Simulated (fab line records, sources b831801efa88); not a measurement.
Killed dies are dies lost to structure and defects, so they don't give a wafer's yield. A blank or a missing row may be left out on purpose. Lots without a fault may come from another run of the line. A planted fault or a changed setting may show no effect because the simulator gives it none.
fab line records | flow sfq_line
record lots=5 wafers=23
route steps=325 shown I7@304 M8@319
start_h: hours from the record's first day to the start of the lot's first wafer shown | wait_h: hours since the lot's step before | " the same as in the row above | L1.1+2: a row that stands for several wafers | - no value, or no start given | * or withheld: withheld | < > ~ a bound
route shown NAME@n: a module of which the file shows steps, and the number in the route of the first | usual: mean/standard deviation of fault-free wafers | same: alike in all rows | chamber/n: place in a boat | sites: the reading at each site | _std_site: their standard deviation | _edge_site: outer sites' mean less inner sites' | radius_mm: how far each site lies from the wafer's centre | mask NAME#n: copy n | behind: the tool/chamber that last shaped the wafer | hold: why the lot was held/for how many hours/how that ended | device: the transistor (n, p or np) that didn't switch | end of line: the same wafers' tests at the end of the route | a step without rows: its recipe alone | killed: dies lost to structure and defects at the first sort, not the wafer's yield | map: a wafer's dies, x killed, . not, _ none there
set.NAME: the setting as run; set.NAME@STEP: as run at that earlier step | model.NAME: the simulator's own value behind a step, which no gauge read
lots whose settings were changed on purpose; a table a step, a row a wafer
## steps
# step SFQ_TRILAYER_I7_VIA_LITHO_PEB_190
# recipe peb_temp_c=115 peb_time_s=60 resist=KrF
# columns lot.wafer tool chamber start_h wait_h set.peb_temp_c
L076.1+2+6 litho_track-04 0 1854.06 1.0 118.6
L076.4+5 " 0 " " 115
L078.1+2+3+4+5 litho_track-02 0 1863.04 1.0 115
L079.1+2+3+4+5 litho_track-03 0 1871.44 1.0 115
L080.2+3+6 litho_track-02 0 1900.10 0.8 115
L081.1+3+4 litho_track-04 0 1912.07 1.0 117
L081.2+6 " 0 " " 115
# step SFQ_TRILAYER_I7_VIA_LITHO_DEVELOP_189
# recipe time_s=60 resist=KrF
# step SFQ_TRILAYER_I7_VIA_BARC_OPEN_VIA_ETCH_260
# recipe mask_material=PR chemistry=O2 target_depth_nm=125 target=BARC source_w=515.2 bias_w=80 pressure_mtorr=30 time_s=41.7
# columns lot.wafer tool chamber start_h wait_h set.peb_temp_c@TRILAYER_I7_VIA_LITHO_PEB_190 model.I7.cd_nm
L076.1 rie_diel-01 0 1854.39 0.0 118.6 1058
L076.2+6 " 1 " " 118.6 1060
L076.4 " 0 " " 115 1001
L076.5 " 0 " " 115 1000
L078.1+2+5 rie_diel-01 3,1,3 1863.37 0.0 115 1001
L078.3 " 0 " " 115 1000
L078.4 " 2 " " 115 999.3
L079.1 rie_diel-01 0 1871.77 0.0 115 1000
L079.2+3+5 " 2,1,1 " " 115 1001
L079.4 " 3 " " 115 1003
L080.2 rie_diel-01 1 1900.41 0.0 115 999.6
L080.3 " 0 " " 115 998.7
L080.6 " 2 " " 115 998.9
L081.1 rie_diel-02 0 1912.41 0.0 117 1034
L081.2 " 2 " " 115 999.2
L081.3+4 " 1,3 " " 117 1033
L081.6 " 2 " " 115 1000
# step SFQ_TRILAYER_I7_VIA_ETCH_VIA_ETCH_190
# recipe target=SiO2 stop_on=Nb mask_material=PR taper_deg=20 chemistry=CHF3 target_depth_nm=260 source_w=500 bias_w=80 pressure_mtorr=30 time_s=withheld
# columns lot.wafer tool chamber start_h wait_h set.peb_temp_c@TRILAYER_I7_VIA_LITHO_PEB_190 model.I7.cd_nm
L076.1 rie_diel-01 0 1854.45 0.0 118.6 1058
L076.2 " 1 " " 118.6 1060
L076.4 " 0 " " 115 999.8
L076.5 " 0 " " 115 998
L076.6 " 1 " " 118.6 1059
L078.1+4+5 rie_diel-01 3,2,3 1863.41 0.0 115 1001
L078.2 " 1 " " 115 998.4
L078.3 " 0 " " 115 1000
L079.1 rie_diel-01 0 1871.81 0.0 115 999.4
L079.2+4 " 2,3 " " 115 1003
L079.3+5 " 1 " " 115 1001
L080.2 rie_diel-01 1 1900.45 0.0 115 999.6
L080.3 " 0 " " 115 999.4
L080.6 " 2 " " 115 1002
L081.1+3 rie_diel-02 0,1 1912.45 0.0 117 1035
L081.2 " 2 " " 115 999
L081.4 " 3 " " 117 1034
L081.6 " 2 " " 115 999.5
# step SFQ_TRILAYER_M8_DEP_EVAP_197
# recipe material=Ti angular_spread_deg=1 target_thk_nm=20 time_s=100 power_w=2000
# columns lot.wafer tool chamber start_h wait_h set.time_s model.Ti_of_TRILAYER_M8_DEP_EVAP_197.thk_nm
L076.1 pvd_sputter-02 - 1955.80 0.0 90.79 18.26
L076.2 " - " " 100 19.8
L076.4 " - " " 100 19.87
L076.5 " - " " 100 19.92
L076.6 " - " " 90.79 18.16
L078.1 pvd_sputter-02 - 1964.20 0.0 108.1 21.6
L078.2 " - " " 108.1 21.32
L078.3 " - " " 100 19.71
L078.4 " - " " 100 19.8
L078.5 " - " " 108.1 21.2
L079.1 pvd_sputter-01 - 1971.40 0.0 100 19.96
L079.2 " - " " 100 20.12
L079.3 " - " " 88.44 17.78
L079.4 " - " " 100 19.97
L079.5 " - " " 88.44 17.76
L080.2 pvd_sputter-02 - 1997.93 0.0 100 19.86
L080.3 " - " " 100 19.76
L080.6 " - " " 100 19.89
L081.1 pvd_sputter-01 - 2011.13 0.0 100 20.13
L081.2 " - " " 105 21.12
L081.3 " - " " 100 20.21
L081.4 " - " " 105 21.05
L081.6 " - " " 100 20.12
## key
split step=SFQ_TRILAYER_I7_VIA_LITHO_PEB_190 setting=peb_temp_c stated=115 by=wafer
response step=SFQ_TRILAYER_I7_VIA_BARC_OPEN_VIA_ETCH_260 reading=model.I7.cd_nm change=+19 per=1% r=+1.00
response step=SFQ_TRILAYER_I7_VIA_ETCH_VIA_ETCH_190 reading=model.I7.cd_nm change=+19.5 per=1% r=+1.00
split step=SFQ_TRILAYER_M8_DEP_EVAP_197 setting=time_s stated=100 by=wafer
response step=SFQ_TRILAYER_M8_DEP_EVAP_197 reading=model.Ti_of_TRILAYER_M8_DEP_EVAP_197.thk_nm change=+0.191 per=1% r=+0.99
